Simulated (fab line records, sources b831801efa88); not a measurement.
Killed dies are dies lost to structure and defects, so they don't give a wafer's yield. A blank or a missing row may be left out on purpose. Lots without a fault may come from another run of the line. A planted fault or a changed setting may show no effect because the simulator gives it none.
Which tool did it? | flow gf180mcu | 14 lots, 42 wafers sampled, at 2 steps of a route of 602

WHAT THE GAUGES READ, wafer by wafer
GF_M3_THK_MEAS_06: measures by xrf. Usual: M3_ALCU_THK 450 nm, standard deviation 6.5.
lot  | measured     | on            | M3_ALCU_THK (nm) | flag
L999 | day 20 14:19 | film_metro-04 | 449 461 444      |
L100 | day 21 00:36 | film_metro-04 | 455 440 453      |
L101 | day 21 13:34 | film_metro-02 | 439 452 452      |
L104 | day 22 03:53 | film_metro-02 | 447 449 449      |
L105 | day 22 18:19 | film_metro-04 | 459 463 467      |
L107 | day 23 11:06 | film_metro-02 | 447 449 452      |
L108 | day 23 13:33 | film_metro-02 | 437 444 445      |
L110 | day 24 05:03 | film_metro-02 | 457 462 465      |
L115 | day 25 19:40 | film_metro-01 | 459 469 460      |
L116 | day 26 06:27 | film_metro-02 | 456 447 449      |
L117 | day 26 19:55 | film_metro-04 | 439 448 451      |
L118 | day 26 20:45 | film_metro-04 | 449 452 453      |
L119 | day 27 02:06 | film_metro-02 | 450 447 447      |
L121 | day 27 21:50 | film_metro-02 | 450 453 453      |

GF_V3_CD_MEAS_14: target cd 260 nm. Usual: cd_nm 259.4 nm, standard deviation 1.1.
lot  | measured     | on        | cd_nm (nm)        | flag
L999 | day 22 15:25 | cd_sem-02 | 259.4 260.9 260.6 |
L100 | day 23 00:36 | cd_sem-01 | 257.5 258.1 259.3 |
L101 | day 23 13:39 | cd_sem-02 | 259.2 260.2 260.0 |
L104 | day 24 02:34 | cd_sem-01 | 257.8 257.0 258.0 |
L105 | day 24 16:49 | cd_sem-02 | 259.9 258.3 259.7 |
L107 | day 25 07:47 | cd_sem-02 | 258.0 258.2 257.1 |
L108 | day 25 10:39 | cd_sem-02 | 257.7 259.2 257.9 |
L110 | day 26 02:15 | cd_sem-01 | 259.2 258.7 259.7 |
L115 | day 27 14:37 | cd_sem-01 | 260.2 259.7 259.4 |
L116 | day 28 00:39 | cd_sem-02 | 260.1 259.7 260.8 |
L117 | day 28 13:09 | cd_sem-02 | 259.7 260.5 259.8 |
L118 | day 28 13:30 | cd_sem-01 | 261.0 258.8 260.0 |
L119 | day 28 18:47 | cd_sem-01 | 258.3 258.3 258.9 |
L121 | day 29 14:15 | cd_sem-01 | 259.0 258.2 258.8 |

WHICH TOOL RAN EACH LOT (tool, then ch and the chambers of the sampled wafers, then the start)
The record holds no process step before these readings.

WHAT THE TOOLS THEMSELVES READ (means of the sampled wafers that have a number; where no wafer has one, the mark that the record gives instead)
The record holds no such reading with a usual standard deviation.

THE ANSWER, worked out from the rows above alone
Rule: a lot is off if the mean of its wafers that have a number lies more than 3 standard deviations from the usual mean. A lot without any number at a reading at which 4 lots or more have one is off too. The other lots that the step has rows for count as sound. The gauges are gone through in route order, then the tools' own readings, and for those a lot's mean is taken as printed above. The first step at which some lot is off is used, and at that step the reading that is off furthest; a lot without a number counts as furthest.
No lot is off at any reading shown: from this, nothing can be told.

WHAT THE SIMULATOR HAD PUT IN
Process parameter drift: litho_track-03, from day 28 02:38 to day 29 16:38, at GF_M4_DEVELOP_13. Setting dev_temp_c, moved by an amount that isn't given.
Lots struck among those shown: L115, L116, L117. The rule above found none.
